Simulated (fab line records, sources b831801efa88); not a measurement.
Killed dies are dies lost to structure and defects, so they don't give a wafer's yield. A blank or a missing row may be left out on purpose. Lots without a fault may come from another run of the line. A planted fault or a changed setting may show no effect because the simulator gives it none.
Split-lot experiment | flow gf180mcu | 5 lots, 23 wafers read, on a route of 602 steps

THE SPLIT
At GF_VT_IMPLANT_IMPLANT_30, the setting energy_kev was moved away from the recipe's 25 on 7 of the 23 wafers read, by -5.0% to +2.8%. The other wafers ran this setting at the recipe's value.

The reading is taken at the split's own step.

THE READING
implant.drp_nm (the simulator's own value, which no gauge read), in nm, at GF_VT_IMPLANT_IMPLANT_30. The file gives no usual value for it.

wafer  | tool, chamber at the split | energy_kev as run | against the recipe | implant.drp_nm, nm | against lot-mates on the recipe
L076.1 | implanter-01, 0            | 25                | recipe             | 35.62              | -
L076.4 | implanter-01, 0            | 25                | recipe             | 35.62              | -
L076.5 | implanter-01, 0            | 25                | recipe             | 35.62              | -
L077.1 | implanter-03, 0            | 25                | recipe             | 35.62              | -
L077.2 | implanter-03, 0            | 25                | recipe             | 35.62              | -
L077.3 | implanter-03, 0            | 25                | recipe             | 35.62              | -
L077.5 | implanter-03, 0            | 25                | recipe             | 35.62              | -
L077.6 | implanter-03, 0            | 25                | recipe             | 35.62              | -
L081.1 | implanter-03, 0            | 25.7              | +2.8%              | 36.79              | +1.17
L081.5 | implanter-03, 0            | 25.7              | +2.8%              | 36.79              | +1.17
L081.2 | implanter-03, 0            | 25                | recipe             | 35.62              | -
L081.4 | implanter-03, 0            | 25                | recipe             | 35.62              | -
L081.6 | implanter-03, 0            | 25                | recipe             | 35.62              | -
L082.1 | implanter-01, 0            | 25                | recipe             | 35.62              | -
L082.2 | implanter-01, 0            | 25                | recipe             | 35.62              | -
L082.3 | implanter-01, 0            | 24.12             | -3.5%              | 34.15              | -1.47
L082.4 | implanter-01, 0            | 24.12             | -3.5%              | 34.15              | -1.47
L082.5 | implanter-01, 0            | 24.12             | -3.5%              | 34.15              | -1.47
L083.1 | implanter-04, 0            | 23.76             | -5.0%              | 33.56              | -2.06
L083.2 | implanter-04, 0            | 23.76             | -5.0%              | 33.56              | -2.06
L083.3 | implanter-04, 0            | 25                | recipe             | 35.62              | -
L083.4 | implanter-04, 0            | 25                | recipe             | 35.62              | -
L083.6 | implanter-04, 0            | 25                | recipe             | 35.62              | -

THE FIT
A straight line over all 23 wafers: implant.drp_nm changes by +0.417 nm for each +1% of energy_kev; r = +1.00; the points scatter about the line by 0.0026 nm.
The same after taking each lot's own level away (the mean of its wafers on the recipe; 23 wafers): +0.417 nm for each +1%; r = +1.00; scatter 0.0026 nm.
On that fit, the largest move of energy_kev shifts the reading by 2.1 nm.
The lots' own levels span 35.620 to 35.620 nm.
So the lot-to-lot level changes the slope little: the two slopes agree.
Check: with one of the wafers moved furthest among these (-5.0%) left out of the fit, the line predicts -2.07 nm for it against its lot-mates. It came out at -2.06 nm against them.

OTHER SPLITS ON THESE WAFERS
These wafers also went through other splits before the reading. Each is held against what the fit with the lots' levels taken away leaves over:
other split on the same wafers      | wafers away from the commonest value | r with implant.drp_nm (lot level and that fit taken away)
GF_STI_OXIDATION_01 ox_time_s       | 10                                   | -0.40
GF_STI_EXPOSE_09 dose_mj            | 2                                    | +0.27
GF_STI_PEB_10 peb_temp_c            | 11                                   | +0.09
GF_STI_WET_ETCH_26 temp_c           | 18                                   | +0.31
GF_NWELL_IMPLANT_08 energy_kev      | 4                                    | +0.24
GF_MVSD_IMPLANT_08 energy_kev       | 8                                    | -0.38
GF_MVPSD_COAT_02 spin_rpm           | 7                                    | +0.03
GF_MVPSD_IMPLANT_09 dose_cm2        | 8                                    | +0.26
GF_VT_IMPLANT_COAT_13 resist_thk_nm | 8                                    | -0.30
GF_VT_IMPLANT_IMPLANT_19 dose_cm2   | 8                                    | -0.14

THE WHOLE CHAIN: every reading that the file lists as answering this split, in the file's order
step                     | what it does | reading                                                         | change (the file's fit)               | r (the file's)
GF_VT_IMPLANT_IMPLANT_30 |              | implant.rp_nm (the simulator's own value, which no gauge read)  | +0.809 nm for each +1% of the setting | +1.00
GF_VT_IMPLANT_IMPLANT_30 |              | implant.drp_nm (the simulator's own value, which no gauge read) | +0.417 nm for each +1% of the setting | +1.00

THE FILE'S OWN FIT
implant.drp_nm changes by +0.417 nm for each +1% of energy_kev, r = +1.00.
